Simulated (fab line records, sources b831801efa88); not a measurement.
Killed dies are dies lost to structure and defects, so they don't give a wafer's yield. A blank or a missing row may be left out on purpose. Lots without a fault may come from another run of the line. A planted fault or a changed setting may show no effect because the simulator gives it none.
Which tool did it? | flow gf180mcu | 24 lots, 72 wafers sampled, at 3 steps of a route of 602

WHAT THE GAUGES READ, wafer by wafer
GF_VT_IMPLANT_TW_MEAS_32. Usual: VT_IMPLANT_3_TW 268, standard deviation 3.
lot  | measured     | on            | VT_IMPLANT_3_TW | flag
L074 | day 6 21:43  | film_metro-04 | 273 274 272     |
L075 | day 7 03:29  | film_metro-01 | 266 268 267     |
L076 | day 7 07:58  | film_metro-01 | 267 267 267     |
L077 | day 7 10:27  | film_metro-01 | 266 266 267     |
L078 | day 8 00:46  | film_metro-04 | 275 273 274     |
L079 | day 8 04:53  | film_metro-01 | 263 265 264     |
L080 | day 8 17:09  | film_metro-04 | 276 273 273     |
L081 | day 8 23:16  | film_metro-02 | 266 266 266     |
L082 | day 9 07:35  | film_metro-01 | 265 265 265     |
L083 | day 9 11:41  | film_metro-02 | 267 268 267     |
L084 | day 9 23:58  | film_metro-02 | 268 266 266     |
L085 | day 10 01:40 | film_metro-01 | 266 266 266     |
L086 | day 10 08:58 | film_metro-01 | 266 268 267     |
L087 | day 10 10:40 | film_metro-02 | 265 265 266     |
L088 | day 10 20:25 | film_metro-04 | 274 274 275     |
L089 | day 11 07:38 | film_metro-02 | 269 269 268     |
L091 | day 11 17:35 | film_metro-01 | 267 265 267     |
L090 | day 11 17:52 | film_metro-04 | 274 273 272     |
L092 | day 11 20:50 | film_metro-01 | 268 268 267     |
L093 | day 12 04:49 | film_metro-02 | 267 268 267     |
L094 | day 12 05:25 | film_metro-02 | 267 267 267     |
L095 | day 12 18:37 | film_metro-01 | 266 267 266     |
L096 | day 13 00:56 | film_metro-02 | 266 268 270     |
L097 | day 13 02:40 | film_metro-01 | 265 266 265     |

GF_V3_OVL_MEAS_15. Usual: V3_OVL -2 nm, standard deviation 4.8.
lot  | measured     | on         | V3_OVL (nm) | flag
L074 | day 22 17:50 | overlay-02 | -7 -9 -8    |
L075 | day 22 21:34 | overlay-02 | 0 -4 4      |
L076 | day 22 23:42 | overlay-02 | -4 -7 -4    |
L077 | day 23 06:34 | overlay-01 | 3 -2 9      |
L078 | day 23 21:33 | overlay-02 | -2 -2 3     |
L079 | day 24 03:19 | overlay-02 | 6 -7 -6     |
L080 | day 24 19:59 | overlay-02 | -5 1 -3     |
L081 | day 25 04:30 | overlay-01 | -10 -1 -1   |
L082 | day 25 12:23 | overlay-01 | -3 2 -4     |
L083 | day 25 15:16 | overlay-02 | 0 1 -1      |
L084 | day 26 07:27 | overlay-02 | -7 1 9      |
L085 | day 26 12:17 | overlay-02 | 2 -3 -2     |
L086 | day 26 16:02 | overlay-01 | -5 -15 -12  |
L087 | day 26 20:06 | overlay-02 | 4 -4 -2     |
L088 | day 27 08:50 | overlay-02 | -4 -11 -2   |
L089 | day 27 17:30 | overlay-02 | 5 5 2       |
L091 | day 28 05:28 | overlay-02 | 5 -1 -1     |
L090 | day 28 07:53 | overlay-01 | -3 -7 -1    |
L092 | day 28 08:46 | overlay-01 | -2 -5 -2    |
L093 | day 28 18:30 | overlay-02 | -2 7 -5     |
L094 | day 28 19:27 | overlay-02 | -7 -9 2     |
L095 | day 29 06:54 | overlay-01 | -3 -3 -1    |
L096 | day 29 12:46 | overlay-01 | -8 -7 -6    |
L097 | day 29 13:14 | overlay-01 | -1 -3 9     |

GF_V3_THK_MEAS_25: measures by xrf. Usual: V3_W_THK 361 nm, standard deviation 8.3.
lot  | measured     | on            | V3_W_THK (nm) | flag
L074 | day 22 18:52 | film_metro-04 | 361 365 356   |
L075 | day 22 22:35 | film_metro-04 | 365 356 367   |
L076 | day 23 00:49 | film_metro-03 | 377 372 375   |
L077 | day 23 07:38 | film_metro-03 | 374 375 364   |
L078 | day 23 22:37 | film_metro-04 | 353 361 353   |
L079 | day 24 04:22 | film_metro-04 | 355 365 357   |
L080 | day 24 21:02 | film_metro-04 | 353 360 349   |
L081 | day 25 05:32 | film_metro-03 | 355 352 365   |
L082 | day 25 13:26 | film_metro-04 | 352 362 349   |
L083 | day 25 16:18 | film_metro-03 | 366 350 345   |
L084 | day 26 08:49 | film_metro-03 | 359 358 373   |
L085 | day 26 13:26 | film_metro-03 | 359 360 358   |
L086 | day 26 17:06 | film_metro-04 | 371 344 351   |
L087 | day 26 21:10 | film_metro-04 | 350 350 349   |
L088 | day 27 09:52 | film_metro-03 | 376 381 362   |
L089 | day 27 18:32 | film_metro-04 | 361 372 350   |
L091 | day 28 06:31 | film_metro-03 | 369 365 356   |
L090 | day 28 08:55 | film_metro-04 | 362 360 363   |
L092 | day 28 09:49 | film_metro-04 | 366 348 362   |
L093 | day 28 19:32 | film_metro-04 | 345 359 347   |
L094 | day 28 20:34 | film_metro-03 | 375 370 367   |
L095 | day 29 07:56 | film_metro-03 | 376 371 371   |
L096 | day 29 14:08 | film_metro-03 | 374 354 356   |
L097 | day 29 14:22 | film_metro-03 | 365 356 366   |

WHICH TOOL RAN EACH LOT (tool, then ch and the chambers of the sampled wafers, then the start)
The record holds no process step before these readings.

WHAT THE TOOLS THEMSELVES READ (means of the sampled wafers that have a number; where no wafer has one, the mark that the record gives instead)
The record holds no such reading with a usual standard deviation.

THE ANSWER, worked out from the rows above alone
Rule: a lot is off if the mean of its wafers that have a number lies more than 3 standard deviations from the usual mean. A lot without any number at a reading at which 4 lots or more have one is off too. The other lots that the step has rows for count as sound. The gauges are gone through in route order, then the tools' own readings, and for those a lot's mean is taken as printed above. The first step at which some lot is off is used, and at that step the reading that is off furthest; a lot without a number counts as furthest.
No lot is off at any reading shown: from this, nothing can be told.

WHAT THE SIMULATOR HAD PUT IN
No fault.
